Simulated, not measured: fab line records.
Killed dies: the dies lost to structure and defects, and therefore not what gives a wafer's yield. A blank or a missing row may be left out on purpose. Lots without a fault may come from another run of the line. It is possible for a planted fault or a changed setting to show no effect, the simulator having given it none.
Comparing a struck lot with a sound one | flow sky130 | 43 out of 708 route steps
Sound: these wafers, L293.1, L293.4, L293.5. Struck: wafers L316.4, L316.6. (L316.1 of the same lot was not struck and is left out.) The cause comes at the end.
Each step with rows lists, per side, the tool, then ch with its chambers, then its first start. Under that, the readings that differ: sound wafers | struck wafers | difference of the means | sigmas: that difference in standard deviations of wafers without a fault.
alike: a reading whose means differ by less than 2 such deviations, as well as words and numbers matching on both sides. not compared: withheld readings; readings where some wafer has no value; bounds like >300 that might hide an equal value; numbers whose values overlap and for which the record gives no deviation.
The two part at a step that has a row with sigmas, a row that says differs or no value, or rows on one side only. Numbers that don't overlap but have no deviation are shown without sigmas and don't part them. A reading missing from all wafers of one side parts the sides only when that side holds two or more wafers.

first, 2 steps without rows for these wafers: SKY_VIA4_PEB_09; SKY_VIA4_DEVELOP_10 (develop time 60 s).
SKY_VIA4_OVL_MEAS_11:
  struck on overlay-01, day 48 13:53; sound on overlay-02, day 43 00:52
  alike: VIA4_OVL
SKY_VIA4_ETCH_12: etches SiO2 in C4F8/O2/Ar, stops on TiN, target depth 580 nm.
  sound on rie diel-02 ch 0,1,2, day 43 00:53; struck on rie diel-01 ch 0,2, day 48 13:55
  alike: oes product au
then, 5 steps without rows for these wafers: SKY_VIA4_STRIP_13 (strips in O2/N2); SKY_VIA4_STRIP_14 (strips in post etch residue remover, time 1200 s); SKY_VIA4_CLEAN_15 (cleans in IPA, time 180 s); SKY_VIA4_CLEAN_16 (cleans in O3/DIW); SKY_VIA4_SPUTTER_17 (material TiN, target thk 20 nm, time 80 s).
SKY_VIA4_CVD_18: deposits W, target thk 505 nm, time 152.14 s.
  sound on cvd w-02 ch 0,1, day 43 01:37; struck on cvd w-01 ch 1, day 48 14:39
  alike: heater power w, susceptor temp C
SKY_VIA4_RS_MEAS_19: a four-point-probe measurement.
  struck on film metro-03, day 48 14:48; sound on film metro-01, day 43 01:46
  alike: VIA4_W_RS
SKY_VIA4_THK_MEAS_20: measures by xrf.
  struck on film metro-03, day 48 14:55; sound on film metro-01, day 43 01:53
  reading         | sound       | struck  | difference | sigmas
  VIA4_W_THK (nm) | 519 518 520 | 497 503 | -19        | -2
SKY_VIA4_CMP_21: polishes, stops on SiO2, t overpolish 25 s, target thk 0 nm.
  sound on cmp-01 ch 0,1,3, day 43 02:03; struck on cmp-02 ch 0, day 48 15:02
  alike: motor current A, overpolish run s, time to endpoint s
then, 2 steps without rows for these wafers: SKY_METAL5_SPUTTER_00 (material Ti, target thk 15 nm, time 10 s); SKY_METAL5_SPUTTER_01 (material TiN, target thk 20 nm, time 16.7 s).
SKY_METAL5_SPUTTER_02: material AlCu, target thk 1150 nm, time 61.2 s.
  struck on pvd sputter-03, day 48 15:20; sound on pvd sputter-03, day 43 02:18
  alike: throttle valve pct
then, 2 steps without rows for these wafers: SKY_METAL5_SPUTTER_03 (material Ti, target thk 5 nm, time 3.3 s); SKY_METAL5_SPUTTER_04 (material TiN, target thk 70 nm, time 58.3 s).
SKY_METAL5_RS_MEAS_05: a four-point-probe measurement.
  struck on film metro-01, day 48 15:27; sound on film metro-03, day 43 02:26
  alike: METAL5_ALCU_RS
SKY_METAL5_THK_MEAS_06: measures by xrf.
  struck on film metro-01, day 48 15:34; sound on film metro-03, day 43 02:34
  alike: METAL5_ALCU_THK
then, 8 steps without rows for these wafers: SKY_METAL5_DEHYDRATE_07 (time 60 s); SKY_METAL5_HMDS_08 (prime time 60 s); SKY_METAL5_COAT_09 (resist thk 1800 nm); SKY_METAL5_SOFTBAKE_10 (time 60 s); SKY_METAL5_EXPOSE_11 (exposes mask MM5, target cd 1600 nm); SKY_METAL5_PEB_12; SKY_METAL5_DEVELOP_13 (develop time 60 s); SKY_METAL5_DESCUM_14 (chemistry O2, time 11 s).
SKY_METAL5_METAL_ETCH_15: etches the open film in Cl2/BCl3, stops on SiO2, target depth 1260 nm, time 252 s.
  sound on rie metal-04 ch 0,1, day 44 00:38; struck on rie metal-04 ch 0, day 49 09:33
  alike: drypump motor current A, oes product au, throttle valve pct
  not compared: rf hours counter h
then, 4 steps without rows for these wafers: SKY_METAL5_STRIP_16 (strips in O2/N2); SKY_METAL5_STRIP_17 (strips in post etch residue remover, time 1200 s); SKY_METAL5_CLEAN_18 (cleans in IPA, time 180 s); SKY_METAL5_CLEAN_19 (cleans in O3/DIW).
SKY_PASSIVATION_CVD_00: deposits SiO2, target thk 90 nm.
  sound on pecvd-04 ch 1,2, day 44 01:28; struck on pecvd-04 ch 0,2, day 49 10:25
  alike: heater power w, susceptor temp C
SKY_PASSIVATION_THK_MEAS_01:
  struck on film metro-03, day 49 10:26; sound on film metro-02, day 44 01:29
  alike: PASSIVATION_CVD_00_THK
then, 1 step without rows for these wafers: SKY_PASSIVATION_CVD_02 (deposits Si3N4, target thk 540 nm).
SKY_PASSIVATION_THK_MEAS_03:
  struck on film metro-03, day 49 10:43; sound on film metro-04, day 44 01:47
  alike: PASSIVATION_CVD_02_THK
then, 5 steps without rows for these wafers: SKY_PASSIVATION_DEHYDRATE_04 (time 60 s); SKY_PASSIVATION_HMDS_05 (prime time 60 s); SKY_PASSIVATION_COAT_06 (resist thk 3000 nm); SKY_PASSIVATION_SOFTBAKE_07; SKY_PASSIVATION_EXPOSE_08 (exposes mask NSM, target cd 3000 nm).
SKY_PAD_OPEN_PROBE_99:
  struck on prober-02, day 50 22:20; sound on prober-02, day 45 23:52
  reading                               | sound             | struck      | difference | sigmas
  defect limited yield (%)              | 78.9 80.3 83.9    | 66.3 61.2   | -17.3      | -9
  killed_at_M0_to_M3                    | 57 51 43          | 31 34       | -18        | -2
  killed_at_M4_up                       | 1 3 3             | 99 106      | +100       | +56
  killed at other                       | 0 2 3             | 0 0         | -2         | -2
  killed dies                           | 104 97 79         | 166 191     | +85        | +9
  killed on rim                         | 20 20 12          | 34 38       | +19        | +5
  killed short                          | 49 46 37          | 24 39       | -12        | -2
  sort_bin_3_pad_short (%)              | 1.0 1.2 0.8       | 1.6 2.0     | +0.8       | +2
  sort_bin_5_function (%)               | 13.8 10.8 8.5     | 21.1 26.2   | +12.6      | +8
  sort_bin_6_memory (%)                 | 6.3 7.7 6.7       | 11.0 10.6   | +3.9       | +3
  sort n pass                           | 388 395 413       | 326 301     | -85        | -9
  sort yield pct (%)                    | 78.9 80.3 83.9    | 66.3 61.2   | -17.3      | -9
  model.etest.tester.sort n pass        | 388 395 413       | 326 301     | -85        |
  model.etest.tester.sort yield pct (%) | 78.86 80.28 83.94 | 66.26 61.18 | -17.31     |
  model.etest.tester.sort_bin_5_pct (%) | 13.82 10.77 8.537 | 21.14 26.22 | +12.64     |
  model.etest.tester.sort_bin_6_pct (%) | 6.301 7.724 6.707 | 10.98 10.57 | +3.86      |
  model.etest.tester.sort_bin_3_pct (%) | 1.016 1.22 0.813  | 1.626 2.033 | +0.813     |
  alike: killed at contacts, killed at front end, killed open

== WHERE THEY PART ==
At SKY_VIA4_THK_MEAS_20 first; at SKY_PAD_OPEN_PROBE_99 last (within this record only).

WHY: whatever the simulator had introduced
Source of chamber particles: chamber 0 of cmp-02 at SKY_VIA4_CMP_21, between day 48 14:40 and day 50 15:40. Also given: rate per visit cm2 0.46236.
